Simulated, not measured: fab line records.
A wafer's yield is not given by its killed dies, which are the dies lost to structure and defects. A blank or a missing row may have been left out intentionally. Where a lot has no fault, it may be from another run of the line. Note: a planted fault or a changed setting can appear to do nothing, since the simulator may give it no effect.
Matching of chambers    flow gf180mcu    cmp-01 running GF_V2_CMP_26: 4 sister chambers
The step polishes, stops on SiO2, t overpolish 15 s, target thk 0 nm. 24 wafers are shown with their chamber, then 12 later ones without.

## EACH WAFER AND ITS CHAMBER
wafer   chamber  motor-current-A (A)  time-to-endpoint-s (s)  edge-zone-pressure-frac
L075.2  0        10.8                 85                      0.997
L075.3  2        12.9                 87                      1.001
L075.5  0        10.9                 87                      0.996
L076.1  1        12.9                 81                      1.006
L076.3  2        12.0                 89                      1.001
L076.6  3        11.4                 83                      0.993
L077.4  3        11.9                 88                      1.002
L077.5  3        11.3                 86                      1.002
L077.6  0        10.8                 96                      1.004
L078.1  1        12.6                 87                      0.995
L078.2  0        11.1                 89                      0.999
L078.6  3        11.5                 84                      1.002
L079.4  0        11.3                 88                      0.998
L079.5  2        12.8                 88                      0.995
L079.6  3        11.2                 88                      1.001
L080.4  1        13.1                 81                      0.997
L080.5  1        13.2                 85                      0.994
L080.6  0        10.6                 88                      0.999
L081.1  0        10.6                 87                      1.003
L081.3  3        11.3                 81                      1.001
L081.5  3        11.8                 84                      1.004
L084.1  0        11.7                 88                      1.008
L084.5  3        11.6                 85                      0.998
L084.6  0        11.0                 90                      1.000

SIGNATURES, as means of the wafers listed above
reading                  chamber 0  chamber 1  chamber 2  chamber 3  scatter within a chamber
motor-current-A          10.978     12.950     12.567     11.500     0.327
time-to-endpoint-s       88.67      83.50      88.00      84.88      2.7
edge-zone-pressure-frac  1.00044    0.99800    0.99900    1.00038    0.00396
Rule: a wafer's distance from a chamber is the root of the sum, over the readings, of the square of ((its reading less the chamber's mean) divided by the reading's scatter). If the next closest chamber is less than 2 further off than the closest, the wafer can't be placed; otherwise it belongs to the closest. The scatter: the root of (the sum of the squares of (reading less its chamber's mean) over the shown wafers, divided by (wafers less chambers)).

## WAFERS WHOSE CHAMBER IS MISSING
wafer   motor-current-A (A)  time-to-endpoint-s (s)  edge-zone-pressure-frac
L091.4  11.1                 91                      0.998
L091.5  12.7                 90                      0.999
L091.6  12.3                 84                      1.003
L090.1  11.4                 85                      1.003
L090.4  11.0                 89                      0.999
L090.5  12.3                 88                      1.016
L093.1  12.2                 88                      1.005
L093.4  11.1                 85                      0.992
L093.6  10.7                 87                      0.998
L096.3  12.0                 82                      0.999
L096.4  12.5                 87                      1.004
L096.5  10.8                 83                      1.006

## EACH ONE'S CHAMBER
wafer   from the rows above                in truth
L091.4  can't be placed: 0 or 3            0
L091.5  can't be placed: 2 or 1            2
L091.6  can't be placed: 2 or 1 or 3       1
L090.1  can't be placed: 3 or 0            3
L090.4  can't be placed: 0 or 3            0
L090.5  can't be placed: 2 or 3 or 1 or 0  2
L093.1  can't be placed: 2 or 3 or 1       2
L093.4  can't be placed: 3 or 0            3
L093.6  can't be placed: 0 or 3            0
L096.3  can't be placed: 3 or 2 or 1       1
L096.4  can't be placed: 2 or 1 or 3       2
L096.5  can't be placed: 0 or 3            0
0 of 12 placed correctly. Cannot be placed on the basis of these rows: 12; the candidates contain the true chamber in 12. 0 placed wrongly.
